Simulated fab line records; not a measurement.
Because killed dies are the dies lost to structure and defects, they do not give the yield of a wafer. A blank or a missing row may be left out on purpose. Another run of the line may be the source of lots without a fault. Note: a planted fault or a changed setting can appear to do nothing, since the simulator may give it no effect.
Which tool is to blame? + flow sky130 + Sampling: 13 lots, 39 wafers, 5 of 708 route steps

## WHAT EACH GAUGE READ, for each wafer
SKY_FIELD_ISO_THK_MEAS_23.
| lot  | measured    | on            | FIELD_ISO_OXIDATION_01_THK (nm) |
|------|-------------|---------------|---------------------------------|
| L136 | day 2 06:22 | film metro-03 | 10.04 10.18 9.94                |
| L137 | day 2 12:13 | film metro-01 | 9.83 10.00 9.87                 |
| L140 | day 3 07:53 | film metro-01 | 10.64 10.77 10.53               |
| L143 | day 3 22:10 | film metro-03 | 9.86 9.81 9.87                  |
| L144 | day 4 04:28 | film metro-01 | 10.44 10.17 10.43               |
| L145 | day 4 11:34 | film metro-01 | 10.33 10.34 10.30               |
| L147 | day 4 22:19 | film metro-03 | 10.27 10.24 10.06               |
| L149 | day 5 03:05 | film metro-01 | 10.18 10.35 10.47               |
| L154 | day 6 04:43 | film metro-01 | 10.24 10.02 10.10               |
| L155 | day 6 12:42 | film metro-04 | 10.05 10.14 9.93                |
| L156 | day 6 16:38 | film metro-04 | 10.02 10.16 9.97                |
| L158 | day 7 02:38 | film metro-03 | 10.04 10.04 10.07               |
| L159 | day 7 07:25 | film metro-03 | 9.99 9.97 10.01                 |

SKY_DNWELL_TW_MEAS_09.
| lot  | measured    | on            | DNWELL_TW      |
|------|-------------|---------------|----------------|
| L136 | day 3 02:11 | film metro-02 | 1115 1110 1116 |
| L137 | day 3 08:22 | film metro-02 | 1127 1118 1120 |
| L140 | day 4 04:24 | film metro-02 | 1120 1117 1115 |
| L143 | day 4 19:10 | film metro-04 | 1128 1130 1130 |
| L144 | day 5 01:43 | film metro-02 | 1132 1123 1121 |
| L145 | day 5 15:09 | film metro-04 | 1118 1125 1121 |
| L147 | day 5 23:58 | film metro-04 | 1115 1109 1112 |
| L149 | day 6 02:56 | film metro-04 | 1119 1113 1114 |
| L154 | day 7 03:46 | film metro-02 | 1117 1110 1115 |
| L155 | day 7 15:16 | film metro-02 | 1116 1119 1119 |
| L156 | day 7 19:04 | film metro-04 | 1127 1126 1126 |
| L158 | day 8 05:36 | film metro-02 | 1114 1114 1125 |
| L159 | day 8 09:43 | film metro-02 | 1123 1123 1127 |

SKY_VT_ADJUST_HVTP_CD_MEAS_07: target cd 380 nm.
| lot  | measured     | on        | cd nm (nm)        |
|------|--------------|-----------|-------------------|
| L136 | day 5 22:00  | cd sem-02 | 377.4 378.3 377.4 |
| L137 | day 6 06:18  | cd sem-02 | 383.7 382.4 379.4 |
| L140 | day 7 04:26  | cd sem-01 | 377.8 379.6 376.2 |
| L143 | day 7 22:41  | cd sem-02 | 378.4 379.0 376.9 |
| L144 | day 8 05:57  | cd sem-01 | 380.7 381.7 380.7 |
| L145 | day 8 22:13  | cd sem-02 | 380.9 381.1 380.3 |
| L147 | day 9 08:18  | cd sem-02 | 378.8 380.2 375.9 |
| L149 | day 9 11:21  | cd sem-02 | 377.2 376.1 376.0 |
| L154 | day 10 17:54 | cd sem-02 | 378.4 383.6 381.8 |
| L155 | day 11 07:21 | cd sem-01 | 378.7 378.7 379.5 |
| L156 | day 11 12:03 | cd sem-02 | 379.4 378.3 376.8 |
| L158 | day 11 23:58 | cd sem-01 | 377.1 378.1 377.3 |
| L159 | day 12 04:31 | cd sem-01 | 379.0 379.2 376.3 |

SKY_VT_ADJUST_LVTN_TW_MEAS_10.
| lot  | measured     | on            | VT_ADJUST_LVTN_TW |
|------|--------------|---------------|-------------------|
| L136 | day 6 17:44  | film metro-02 | 243.0 243.6 242.7 |
| L137 | day 7 01:57  | film metro-01 | 240.7 242.5 240.9 |
| L140 | day 8 01:02  | film metro-02 | 244.3 242.1 244.2 |
| L143 | day 8 19:45  | film metro-01 | 239.7 241.5 240.4 |
| L144 | day 9 03:59  | film metro-01 | 238.9 239.3 239.7 |
| L145 | day 9 19:37  | film metro-01 | 239.5 240.6 238.9 |
| L147 | day 10 06:55 | film metro-01 | 239.3 239.4 239.6 |
| L149 | day 10 10:41 | film metro-02 | 242.8 242.7 242.2 |
| L154 | day 11 17:46 | film metro-04 | 198.5 198.4 198.0 |
| L155 | day 12 08:31 | film metro-02 | 198.8 197.1 198.3 |
| L156 | day 12 12:56 | film metro-01 | 196.8 196.5 195.9 |
| L158 | day 13 00:47 | film metro-04 | 243.4 244.7 243.3 |
| L159 | day 13 05:59 | film metro-01 | 240.5 241.8 241.9 |

## EACH LOT AND THE TOOL THAT RAN IT (in order: tool; ch and the chambers of the sampled wafers; start)
| lot  | SKY_VT_ADJUST_LVTN_IMPLANT_08   |
|------|---------------------------------|
| L136 | implanter-03 ch 0, day 6 17:31  |
| L137 | implanter-03 ch 0, day 7 01:42  |
| L140 | implanter-03 ch 0, day 8 00:49  |
| L143 | implanter-04 ch 0, day 8 19:32  |
| L144 | implanter-02 ch 0, day 9 03:46  |
| L145 | implanter-03 ch 0, day 9 19:22  |
| L147 | implanter-04 ch 0, day 10 06:40 |
| L149 | implanter-03 ch 0, day 10 10:26 |
| L154 | implanter-04 ch 0, day 11 17:31 |
| L155 | implanter-04 ch 0, day 12 08:16 |
| L156 | implanter-04 ch 0, day 12 12:43 |
| L158 | implanter-03 ch 0, day 13 00:33 |
| L159 | implanter-03 ch 0, day 13 05:46 |
- SKY_VT_ADJUST_LVTN_IMPLANT_08

## AS READ BY THE TOOLS THEMSELVES (means over the sampled wafers that have a number; for cases with no such wafer, the mark the record gives instead)
SKY_VT_ADJUST_LVTN_IMPLANT_08.
| lot  | tool         | dose ions cm2 | faraday current uA |
|------|--------------|---------------|--------------------|
| L136 | implanter-03 | 1.5698e+12    | 8.83               |
| L137 | implanter-03 | 1.5698e+12    | 8.93               |
| L140 | implanter-03 | 1.5716e+12    | 8.90               |
| L143 | implanter-04 | 1.5701e+12    | 8.99               |
| L144 | implanter-02 | 1.5672e+12    | 8.79               |
| L145 | implanter-03 | 1.5685e+12    | 8.65               |
| L147 | implanter-04 | 1.5699e+12    | 8.73               |
| L149 | implanter-03 | 1.5709e+12    | 8.82               |
| L154 | implanter-04 | 7.7113e+11    | 4.28               |
| L155 | implanter-04 | 7.7147e+11    | 4.31               |
| L156 | implanter-04 | 7.6957e+11    | 4.29               |
| L158 | implanter-03 | 1.5684e+12    | 8.79               |
| L159 | implanter-03 | 1.5709e+12    | 8.85               |

## THE ANSWER, worked out from the rows above alone
Rule: usual is defined by the lots themselves. Put in order of their means at a reading, lots are off if they are a third of the lots or fewer, leave a main group of 4 or more, and stand apart from it by a gap of 3 or more times the standard deviation of the main group's means; of several such gaps the widest counts. Not used: any main group whose means are identical at the precision the tables above print for the reading. A lot without any number at a reading at which 4 lots or more have one is off too. Any other lot the step has rows for is counted as sound. The gauges are gone through in route order, then the tools' own readings, and for those a lot's mean is taken as printed above. At the first step where some lot is off, the reading lying furthest off is the one used; lots without a number count as furthest.
Off: L154, L155, L156, at SKY_VT_ADJUST_LVTN_TW_MEAS_10 (VT_ADJUST_LVTN_TW). The main group: mean 241.5, standard deviation 1.6.
If a tool, at a process step before that reading, ran all the lots that are off and no sound lot after the first of them, it fits. The gauges at SKY_VT_ADJUST_LVTN_TW_MEAS_10 aren't tried: what is off there is off at SKY_VT_ADJUST_LVTN_IMPLANT_08 too, on other tools, and a gauge's error can't cause that. One fits: implanter-04 at SKY_VT_ADJUST_LVTN_IMPLANT_08. Its last sound lot is L147 (day 10 06:40), its first lot that is off L154 (day 11 17:31): a fault that began between those two fits.
The tool's own readings at SKY_VT_ADJUST_LVTN_IMPLANT_08 bear it out: on the lots that are off they differ by more than 5 times the standard deviation of the sound lots' means. dose ions cm2 reads 7.7072e+11 there against 1.5697e+12 on the sound lots; faraday current uA reads 4.29 there against 8.83 on the sound lots.

## WHAT WAS PUT IN BY THE SIMULATOR
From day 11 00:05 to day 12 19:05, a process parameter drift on implanter-04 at SKY_VT_ADJUST_LVTN_IMPLANT_08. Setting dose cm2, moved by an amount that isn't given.
Shown lots that were struck: L154, L155, L156. Same finding as the rule above.
